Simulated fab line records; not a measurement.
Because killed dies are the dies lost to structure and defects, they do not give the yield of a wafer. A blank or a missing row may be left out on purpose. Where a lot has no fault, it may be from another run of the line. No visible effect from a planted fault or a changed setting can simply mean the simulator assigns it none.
Which tool was responsible? ; flow gf180mcu ; 39 wafers from 13 lots sampled at 4 of the route's 602 steps

WHAT THE GAUGES SHOWED, per wafer
GF_TOP_METAL_CD_MEAS_14 targets a cd of 440 nm. Usual: cd nm at 440.3 nm, with a standard deviation of 1.5.
lot;measured;on;cd nm (nm);flag
L595;day 28 19:13;cd sem-02;440.8 439.7 437.7;
L594;day 28 19:46;cd sem-02;439.5 440.6 441.5;
L596;day 28 23:19;cd sem-02;440.0 440.3 441.7;
L598;day 29 17:12;cd sem-02;439.2 440.1 438.1;
L597;day 29 17:20;cd sem-02;439.7 441.7 439.7;
L599;day 30 04:24;cd sem-02;439.4 441.1 441.5;
L600;day 30 07:31;cd sem-01;439.6 440.9 439.6;
L603;day 31 03:36;cd sem-01;440.0 440.8 441.9;
L605;day 31 14:55;cd sem-02;442.0 440.5 440.7;
L607;day 32 07:48;cd sem-02;438.4 437.5 438.7;
L612;day 33 08:32;cd sem-02;439.7 440.8 440.1;
L613;day 33 21:49;cd sem-01;439.4 441.3 439.2;
L615;day 34 03:46;cd sem-02;439.8 438.3 439.1;

WHAT TOOL EACH LOT RAN ON (gives the tool, then ch and the chambers of the sampled wafers, and finally the start)
lot;GF_V3_SPUTTER_21;GF_V5_CMP_26;GF_TOP_METAL_SPUTTER_04
L595;pvd sputter-03, day 23 03:38;cmp-01 ch 0,1,3, day 27 23:14;pvd sputter-04, day 27 23:40
L594;pvd sputter-03, day 23 04:16;cmp-02 ch 0,1,2, day 27 23:47;pvd sputter-03, day 28 00:17
L596;pvd sputter-03, day 23 08:44;cmp-02 ch 0,3, day 28 02:25;pvd sputter-03, day 28 02:52
L598;pvd sputter-03, day 24 07:29;cmp-01 ch 1,2,3, day 28 21:35;pvd sputter-04, day 28 22:02
L597;pvd sputter-01, day 24 08:08;cmp-02 ch 0,1,2, day 28 22:02;pvd sputter-03, day 28 22:23
L599;pvd sputter-03, day 24 20:05;cmp-01 ch 0,1, day 29 08:46;pvd sputter-02, day 29 09:16
L600;pvd sputter-03, day 25 02:08;cmp-02 ch 1,2,3, day 29 12:25;pvd sputter-03, day 29 12:51
L603;pvd sputter-02, day 26 01:13;cmp-01 ch 1,2,3, day 30 08:56;pvd sputter-03, day 30 09:16
L605;pvd sputter-03, day 26 12:54;cmp-01 ch 1,2, day 30 20:38;pvd sputter-02, day 30 21:08
L607;pvd sputter-01, day 27 09:24;cmp-02 ch 0,3, day 31 14:23;pvd sputter-02, day 31 14:52
L612;pvd sputter-03, day 28 15:20;cmp-01 ch 1,2, day 32 16:20;pvd sputter-02, day 32 16:47
L613;pvd sputter-03, day 29 06:44;cmp-01 ch 2,3, day 33 06:09;pvd sputter-03, day 33 06:35
L615;pvd sputter-02, day 29 14:02;cmp-01 ch 0,3, day 33 11:55;pvd sputter-02, day 33 12:24
- GF_V3_SPUTTER_21: material Ti, target thk 15 nm, time 80.02 s.
- GF_V5_CMP_26: polishes, stops on SiO2, t overpolish 15 s, target thk 0 nm.
- GF_TOP_METAL_SPUTTER_04: material TiN, target thk 25 nm, time 20.8 s.

AS READ BY THE TOOLS THEMSELVES (means over the sampled wafers that have a number; for cases with no such wafer, the mark the record gives instead)
GF_V3_SPUTTER_21. Usual: throttle valve pct at 29.9 %, with a standard deviation of 1.2.
lot;tool;throttle valve pct (%);flag
L595;pvd sputter-03;29.2;
L594;pvd sputter-03;30.7;
L596;pvd sputter-03;30.4;
L598;pvd sputter-03;31.5;
L597;pvd sputter-01;29.5;
L599;pvd sputter-03;30.2;
L600;pvd sputter-03;31.5;
L603;pvd sputter-02;29.1;
L605;pvd sputter-03;30.4;
L607;pvd sputter-01;28.8;
L612;pvd sputter-03;30.3;
L613;pvd sputter-03;30.9;
L615;pvd sputter-02;30.1;

GF_V5_CMP_26. Usual: motor current A 10.9 A, standard deviation 0.96; overpolish run s 15.001 s, standard deviation 0.0096; time to endpoint s 88 s, standard deviation 3.8.
lot;tool;motor current A (A);overpolish run s (s);time to endpoint s (s);flag
L595;cmp-01;10.9;15.000;87;
L594;cmp-02;11.3;15.000;84;
L596;cmp-02;11.7;15.003;90;
L598;cmp-01;10.1;14.999;85;
L597;cmp-02;11.5;15.013;90;
L599;cmp-01;10.7;15.001;78;
L600;cmp-02;11.6;14.998;83;
L603;cmp-01;10.1;15.008;87;
L605;cmp-01;10.7;15.005;87;
L607;cmp-02;11.7;15.001;93;
L612;cmp-01;9.9;14.994;92;
L613;cmp-01;9.7;15.014;88;
L615;cmp-01;10.7;15.007;88;

GF_TOP_METAL_SPUTTER_04. Usual: throttle valve pct at 30.0 %, with a standard deviation of 1.1.
lot;tool;throttle valve pct (%);flag
L595;pvd sputter-04;30.6;
L594;pvd sputter-03;31.0;
L596;pvd sputter-03;31.5;
L598;pvd sputter-04;30.5;
L597;pvd sputter-03;30.3;
L599;pvd sputter-02;29.3;
L600;pvd sputter-03;30.4;
L603;pvd sputter-03;31.6;
L605;pvd sputter-02;29.8;
L607;pvd sputter-02;29.7;
L612;pvd sputter-02;28.7;
L613;pvd sputter-03;30.9;
L615;pvd sputter-02;29.1;

THE ANSWER, worked out from the rows above alone
Rule: lot off if the mean of its wafers having a number is beyond 3 standard deviations from the usual mean. Also off: a lot with no number at a reading for which 4 or more lots have one. All remaining lots with rows at the step are treated as sound. After the gauges, taken in route order, come the tools' own readings; for these a lot's mean is taken, as printed above. The first step at which some lot is off is used, and at that step the reading that is off furthest; a lot without a number counts as furthest.
None of the lots is off at any reading shown; this tells nothing.

WHAT HAD BEEN PUT IN BY THE SIMULATOR
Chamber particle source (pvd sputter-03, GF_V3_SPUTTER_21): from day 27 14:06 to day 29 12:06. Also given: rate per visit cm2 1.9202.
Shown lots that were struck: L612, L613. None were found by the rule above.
